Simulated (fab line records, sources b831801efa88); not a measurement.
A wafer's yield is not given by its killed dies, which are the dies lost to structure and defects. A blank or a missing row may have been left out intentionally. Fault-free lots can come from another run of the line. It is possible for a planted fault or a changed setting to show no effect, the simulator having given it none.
Matching of chambers :: flow sky130 :: rie diel-02 running SKY_PASSIVATION_ETCH_11: 4 sister chambers
The step etches the open film in CF4/O2, stops on AlCu, target depth 725 nm, time 161.1 s. 8 wafers are shown with their chamber, then 7 later ones without.

== WAFERS WITH THEIR CHAMBER ==
wafer: L075.5
chamber: 2
drypump motor current A (A): 5.7
oes product au (a.u.): 0.986

wafer: L079.2
chamber: 2
drypump motor current A (A): 5.7
oes product au (a.u.): 0.973

wafer: L079.3
chamber: 3
drypump motor current A (A): 5.0
oes product au (a.u.): 0.979

wafer: L080.1
chamber: 0
drypump motor current A (A): 6.0
oes product au (a.u.): 0.986

wafer: L080.2
chamber: 1
drypump motor current A (A): 5.7
oes product au (a.u.): 0.986

wafer: L080.4
chamber: 3
drypump motor current A (A): 5.0
oes product au (a.u.): 0.978

wafer: L082.2
chamber: 1
drypump motor current A (A): 5.7
oes product au (a.u.): 0.979

wafer: L082.5
chamber: 0
drypump motor current A (A): 6.1
oes product au (a.u.): 0.991

== WAFERS WITH NO CHAMBER GIVEN ==
wafer: L082.6
drypump motor current A (A): 5.7
oes product au (a.u.): 0.978

wafer: L085.1
drypump motor current A (A): 5.7
oes product au (a.u.): 0.979

wafer: L085.2
drypump motor current A (A): 5.7
oes product au (a.u.): 0.979

wafer: L085.3
drypump motor current A (A): 5.0
oes product au (a.u.): 0.973

wafer: L085.4
drypump motor current A (A): 6.0
oes product au (a.u.): 0.995

wafer: L085.5
drypump motor current A (A): 5.7
oes product au (a.u.): 0.991

wafer: L085.6
drypump motor current A (A): 5.7
oes product au (a.u.): 0.988

== CHAMBER TAKEN BY EACH ==
wafer: L082.6
from the rows above: can't be placed: 2 or 1
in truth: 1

wafer: L085.1
from the rows above: can't be placed: 2 or 1
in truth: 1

wafer: L085.2
from the rows above: can't be placed: 2 or 1
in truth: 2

wafer: L085.3
from the rows above: 3
in truth: 3

wafer: L085.4
from the rows above: 0
in truth: 0

wafer: L085.5
from the rows above: can't be placed: 1 or 2
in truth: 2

wafer: L085.6
from the rows above: can't be placed: 1 or 2
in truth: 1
2 of 7 placed correctly. Cannot be placed on the basis of these rows: 5; the candidates contain the true chamber in 5. Number placed wrongly: 0.
How it was worked out, from the rows above alone: a wafer's distance from a chamber is the root of the sum, over the readings, of the square of ((its reading less the chamber's mean) divided by the reading's scatter). The wafer belongs to the nearest chamber; if the next one is less than 2 further off, it can't be placed. For every chamber, the mean is computed from those of its wafers that are shown. The scatter: take each reading less its chamber's mean, square it, sum over the shown wafers, divide by the number of wafers less the number of chambers, and take the root.
